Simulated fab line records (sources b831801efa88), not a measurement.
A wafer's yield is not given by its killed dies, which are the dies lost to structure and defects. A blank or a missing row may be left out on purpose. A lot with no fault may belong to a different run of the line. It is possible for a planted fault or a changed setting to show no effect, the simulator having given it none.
Matching of chambers + flow sky130 + 4 sister chambers for SKY_FIELD_ISO_ETCH_14 on rie_diel-03
The step etches BARC in N2/H2, stops on SiO2, time 45.9 s, target depth 60 nm. 16 wafers are shown with their chamber, then 8 later ones without.

== EACH WAFER AND ITS CHAMBER ==
| wafer  | chamber | oes_product_au (a.u.) | throttle_valve_pct (%) |
|--------|---------|-----------------------|------------------------|
| L479.3 | 2       | 0.855                 | 13.227                 |
| L479.5 | 0       | 0.847                 | 13.223                 |
| L479.6 | 1       | 0.855                 | 13.217                 |
| L481.1 | 3       | 0.860                 | 13.208                 |
| L481.2 | 2       | 0.856                 | 13.213                 |
| L481.6 | 3       | 0.858                 | 13.227                 |
| L483.3 | 0       | 0.851                 | 13.219                 |
| L483.5 | 0       | 0.845                 | 13.218                 |
| L483.6 | 1       | 0.851                 | 13.222                 |
| L484.2 | 3       | 0.846                 | 13.214                 |
| L484.3 | 0       | 0.857                 | 13.223                 |
| L484.5 | 1       | 0.856                 | 13.228                 |
| L485.1 | 3       | 0.861                 | 13.233                 |
| L485.2 | 1       | 0.852                 | 13.238                 |
| L485.5 | 0       | 0.856                 | 13.236                 |
| L486.1 | 2       | 0.847                 | 13.236                 |

SIGNATURES (means of the wafers above)
| reading            | chamber 0 | chamber 1 | chamber 2 | chamber 3 | scatter within a chamber |
|--------------------|-----------|-----------|-----------|-----------|--------------------------|
| oes_product_au     | 0.85120   | 0.85350   | 0.85267   | 0.85625   | 0.00519                  |
| throttle_valve_pct | 13.22380  | 13.22625  | 13.22533  | 13.22050  | 0.00965                  |
Rule: a wafer lies at a distance from a chamber equal to the root of the sum of squares, over the readings, of (its reading less the chamber's mean, divided by the reading's scatter). The wafer belongs to the nearest chamber; if the next one is less than 2 further off, it can't be placed. The scatter: the root of (the sum of the squares of (reading less its chamber's mean) over the shown wafers, divided by (wafers less chambers)).

== WAFERS WITHOUT THEIR CHAMBER ==
| wafer  | oes_product_au (a.u.) | throttle_valve_pct (%) |
|--------|-----------------------|------------------------|
| L486.4 | 0.861                 | 13.232                 |
| L486.6 | 0.852                 | 13.208                 |
| L491.1 | 0.855                 | 13.208                 |
| L491.4 | 0.851                 | 13.217                 |
| L491.6 | 0.852                 | 13.236                 |
| L494.2 | 0.850                 | 13.233                 |
| L494.3 | 0.848                 | 13.233                 |
| L494.5 | 0.861                 | 13.201                 |

== WHICH CHAMBER EACH ONE RAN IN ==
| wafer  | from the rows above               | in truth |
|--------|-----------------------------------|----------|
| L486.4 | can't be placed: 3 or 1 or 2 or 0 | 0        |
| L486.6 | can't be placed: 3 or 0 or 2 or 1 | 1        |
| L491.1 | can't be placed: 3 or 0 or 2 or 1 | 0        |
| L491.4 | can't be placed: 0 or 2 or 1 or 3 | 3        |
| L491.6 | can't be placed: 1 or 2 or 0 or 3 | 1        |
| L494.2 | can't be placed: 2 or 1 or 0 or 3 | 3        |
| L494.3 | can't be placed: 0 or 2 or 1 or 3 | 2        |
| L494.5 | can't be placed: 3 or 1 or 2 or 0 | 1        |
Correctly placed: 0 of 8. Not placeable from these rows: 8 (in 8, the candidates include the true chamber). 0 placed wrongly.
